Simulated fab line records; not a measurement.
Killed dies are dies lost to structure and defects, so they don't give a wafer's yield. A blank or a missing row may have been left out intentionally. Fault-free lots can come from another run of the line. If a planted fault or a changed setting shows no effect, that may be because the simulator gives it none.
fab line records	flow sky130
record lots=5	wafers=15	last_day=50
route steps=708 shown METAL5@680 PASSIVATION@681
lots that met no fault: taken from a fault-free run of the same line
start_h: hours from the record's opening day to when the first of the lot's shown wafers began	wait_h: time in hours since the lot's previous step	" same as the row above	L1.1+2: one row covering several wafers at once	- no value present, or no start provided	* or withheld: withheld	< > ~ a bound
route shown NAME@n: names a module that has steps shown in the file, with the first one's number in the route	usual: mean/standard deviation of fault-free wafers	same: alike in all rows	chamber/n: place in a boat	sites: each site's reading	_std_site: their standard deviation	_edge_site: outer sites' mean less inner sites'	radius_mm: for every site, how far away it sits from the centre of the wafer	mask NAME#n: copy n	behind: tool/chamber where the wafer was last shaped	hold: why the lot was held/for how many hours/how that ended	device: transistor that didn't switch, given as n, p or np	end of line: tests of these same wafers at the route's end	a step without rows: its recipe alone	killed: dies that structure and defects cost at the first sort, which is not the same as the wafer's yield	map: a wafer's dies, x killed, . not, _ none there
set.NAME: the setting the step ran with; set.NAME@STEP: the setting that earlier step ran with	model.NAME: the simulator's own value behind a step, which no gauge read
a table for each step, a row for each wafer; lots at some steps of the route
services: from which hour (start_h, from the record's first day; less than 0 if before it) a tool's chamber was out of use, for how many hours, and why
## steps
# step SKY_METAL5_CLEAN_19
# recipe chemistry=O3/DIW	dry=n2_spin
# step SKY_PASSIVATION_CVD_00
# recipe material=SiO2	target_thk_nm=90	temp_c=400	time_s=withheld	rf_w=600
# usual heater_power_w=670/120
lot.wafer	tool	chamber	start_h	wait_h	heater_power_w
L126.1	pecvd-02	2	1057.87	0.0	1121
L126.3	"	0	"	"	494
L126.4	"	0	"	"	491
L132.1	pecvd-01	2	1087.29	0.0	719
L132.2	"	0	"	"	687
L132.3	"	1	"	"	655
L140.3	pecvd-04	1	1136.35	0.0	574
L140.5	"	0	"	"	731
L140.6	"	1	"	"	571
L144.1	pecvd-04	2	1154.27	0.0	634
L144.3	"	0	"	"	625
L144.5	"	0	"	"	632
L145.3	pecvd-02	0	1156.22	0.0	502
L145.5	"	0	"	"	495
L145.6	"	2	"	"	905
# step SKY_PASSIVATION_THK_MEAS_01
# recipe reads=SiO2_of_PASSIVATION_CVD_00
# usual PASSIVATION_CVD_00_THK=89.6/1.3
lot.wafer	tool	chamber	start_h	wait_h	PASSIVATION_CVD_00_THK[nm]
L126.1	film_metro-02	-	1057.89	-	88.0
L126.3	"	-	"	"	89.6
L126.4	"	-	"	"	91.2
L132.1	film_metro-01	-	1087.31	-	88.4
L132.2	"	-	"	"	89.9
L132.3	"	-	"	"	89.8
L140.3	film_metro-01	-	1136.39	-	87.7
L140.5	"	-	"	"	90.2
L140.6	"	-	"	"	88.7
L144.1	film_metro-02	-	1154.30	-	88.9
L144.3	"	-	"	"	90.9
L144.5	"	-	"	"	92.4
L145.3	film_metro-03	-	1156.26	-	87.4
L145.5	"	-	"	"	89.1
L145.6	"	-	"	"	88.9
# step SKY_PASSIVATION_CVD_02
# recipe material=Si3N4	target_thk_nm=540	temp_c=400	time_s=withheld	rf_w=450
# usual heater_power_w=757/190
lot.wafer	tool	chamber	start_h	wait_h	heater_power_w
L126.1	pecvd-04	0	1057.95	0.1	750
L126.3	"	1	"	"	576
L126.4	"	1	"	"	605
L132.1	pecvd-04	0	1087.37	0.1	775
L132.2	"	2	"	"	743
L132.3	"	1	"	"	621
L140.3	pecvd-02	0	1136.55	0.1	628
L140.5	"	2	"	"	1138
L140.6	"	0	"	"	513
L144.1	pecvd-01	1	1154.36	0.1	683
L144.3	"	0	"	"	710
L144.5	"	2	"	"	877
L145.3	pecvd-01	2	1156.30	0.0	738
L145.5	"	1	"	"	661
L145.6	"	0	"	"	737
# step SKY_PASSIVATION_THK_MEAS_03
# recipe reads=Si3N4_of_PASSIVATION_CVD_02
# usual PASSIVATION_CVD_02_THK=536/7
lot.wafer	tool	chamber	start_h	wait_h	PASSIVATION_CVD_02_THK[nm]
L126.1	film_metro-03	-	1058.17	-	542
L126.3	"	-	"	"	525
L126.4	"	-	"	"	538
L132.1	film_metro-01	-	1087.60	-	547
L132.2	"	-	"	"	529
L132.3	"	-	"	"	527
L140.3	film_metro-02	-	1136.79	-	541
L140.5	"	-	"	"	543
L140.6	"	-	"	"	541
L144.1	film_metro-01	-	1154.58	-	531
L144.3	"	-	"	"	539
L144.5	"	-	"	"	536
L145.3	film_metro-02	-	1156.55	-	531
L145.5	"	-	"	"	537
L145.6	"	-	"	"	542
# step SKY_PASSIVATION_DEHYDRATE_04
# recipe temp_c=200	time_s=60
# step SKY_PASSIVATION_HMDS_05
# recipe prime_time_s=60	prime_temp_c=120
# step SKY_PASSIVATION_COAT_06
# recipe spin_rpm=2000	resist_thk_nm=3000
# step SKY_PASSIVATION_SOFTBAKE_07
# recipe temp_c=110	time_s=withheld
# step SKY_PASSIVATION_EXPOSE_08
# recipe mask_id=NSM	target_cd_nm=3000	na=0.57	dose_mj=260
# step SKY_PASSIVATION_PEB_09
# recipe temp_c=115	time_s=withheld
# step SKY_PASSIVATION_DEVELOP_10
# recipe develop_time_s=60	dev_temp_c=23
# step SKY_PASSIVATION_ETCH_11
# recipe chemistry=CF4/O2	target_depth_nm=725	stop_on=AlCu	source_w=800	bias_w=150	pressure_mtorr=150	cf4_flow_sccm=80	O2_flow_sccm=10	time_s=161.1
# usual drypump_motor_current_A=5.9/0.51	oes_product_au=0.974/0.007	run_length_s=189.4/0.57	throttle_valve_pct=5.964/0.0087
lot.wafer	tool	chamber	start_h	wait_h	drypump_motor_current_A	oes_product_au	rf_hours_counter_h	run_length_s	throttle_valve_pct	model.coat_of_PASSIVATION_COAT_06.thk_nm
L126.1	rie_diel-04	3	1078.83	-	5.9	0.973	24	189.5	5.973	2515
L126.3	"	2	"	"	5.6	0.957	22	188.7	5.964	2514
L126.4	"	0	"	"	6.6	0.982	27	189.1	5.949	2522
L132.1	rie_diel-02	1	1108.16	-	4.9	0.987	18	188.8	5.975	2512
L132.2	"	2	"	"	5.2	0.972	16	189.7	5.952	2523
L132.3	"	3	"	"	6.2	0.970	18	189.7	5.950	2518
L140.3	rie_diel-02	0	1155.06	-	6.2	0.980	9	190.2	5.960	2510
L140.5	"	3	"	"	6.2	0.980	-	189.8	5.961	2518
L140.6	"	0	"	"	6.2	0.953	-	196.8	5.954	2495
L144.1	rie_diel-04	0	1171.73	-	6.6	0.971	29	188.8	5.953	2525
L144.3	"	3	"	"	5.9	0.973	28	189.4	5.960	2526
L144.5	"	2	"	"	5.6	0.980	-	188.5	5.970	2515
L145.3	rie_diel-04	1	1174.11	-	6.0	0.972	32	190.0	5.942	2518
L145.5	"	2	"	"	5.6	0.981	-	188.5	5.966	2508
L145.6	"	3	"	"	5.9	0.968	-	189.4	5.960	2517
# step SKY_PASSIVATION_STRIP_12
# recipe chemistry=O2/N2	power_w=1400	pressure_mtorr=1500	platen_temp_c=withheld	overash_fraction=0.7	o2_flow_sccm=3000	n2_flow_sccm=300
# usual drypump_motor_current_A=5.78/0.3	oes_product_au=0.661/0.0046	strip_time_to_endpoint_s=31.50/0.1
lot.wafer	tool	chamber	start_h	wait_h	drypump_motor_current_A	oes_product_au	rf_hours_counter_h	strip_time_to_endpoint_s
L126.1	plasma_asher-04	1	1078.94	0.1	6.34	0.659	1	31.51
L126.3	"	0	"	"	5.73	0.663	-	31.49
L126.4	"	1	"	"	6.29	0.662	-	31.58
L132.1	plasma_asher-03	0	1108.27	0.1	5.74	0.663	92	31.45
L132.2	"	1	"	"	5.80	0.662	92	31.59
L132.3	"	0	"	"	5.72	0.659	-	31.53
L140.3	plasma_asher-04	1	1155.20	0.1	6.34	0.656	-	31.45
L140.5	"	1	"	"	6.34	0.663	-	31.53
L140.6	"	0	"	"	5.74	0.662	-	31.27
L144.1	plasma_asher-04	1	1171.84	0.1	6.35	0.657	9	31.63
L144.3	"	1	"	"	6.38	0.665	-	31.62
L144.5	"	1	"	"	6.34	0.659	-	31.51
L145.3	plasma_asher-01	1	1174.25	0.1	5.44	0.664	-	31.54
L145.5	"	1	"	"	5.42	0.665	-	31.42
L145.6	"	0	"	"	5.46	0.662	-	31.51
## services
tool	chamber	start_h	hours	kind
rie_diel-02	0	1035.58	21.4	repair
pecvd-02	2	1036.32	2.1	scheduled_down
plasma_asher-04	-	1055.32	9.0	pm
plasma_asher-04	0	1055.32	9.0	vent_cycle
plasma_asher-04	1	1055.32	9.0	vent_cycle
plasma_asher-04	0	1064.32	-	clean
plasma_asher-04	1	1064.32	-	clean
pecvd-02	0	1066.80	5.5	scheduled_down
plasma_asher-04	-	1067.62	1.2	repair
rie_diel-02	3	1079.80	22.2	repair
plasma_asher-04	-	1084.25	12.1	repair
pecvd-02	-	1091.52	0.8	repair
rie_diel-04	-	1093.27	2.8	pm
rie_diel-04	0	1096.57	10.3	repair
pecvd-02	1	1114.36	5.5	scheduled_down
plasma_asher-04	-	1115.41	0.4	repair
rie_diel-04	-	1120.64	0.1	repair
plasma_asher-03	-	1123.07	3.6	repair
plasma_asher-03	-	1123.67	2.1	repair
pecvd-02	1	1133.90	5.8	repair
pecvd-01	1	1148.61	5.5	scheduled_down
## key
first_sign step=SKY_PASSIVATION_ETCH_11	reading=run_length_s	direction=up	sigmas=13	usual=*	struck=*
effect none on later readings
model_effect step=SKY_PASSIVATION_ETCH_11	value=coat_of_PASSIVATION_COAT_06.thk_nm	without=2514	struck=2495
met_at SKY_PASSIVATION_ETCH_11
struck_wafers L140.6
onset_between 1108.16 1155.06
fault kind=process_parameter_drift	tool=rie_diel-02	chamber=-	onset_h=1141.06	steps=SKY_PASSIVATION_ETCH_11	channel=time_s	offset=*	shape=step	end_h=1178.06	scope=struck_wafers_only	acts_in=*	stated=*
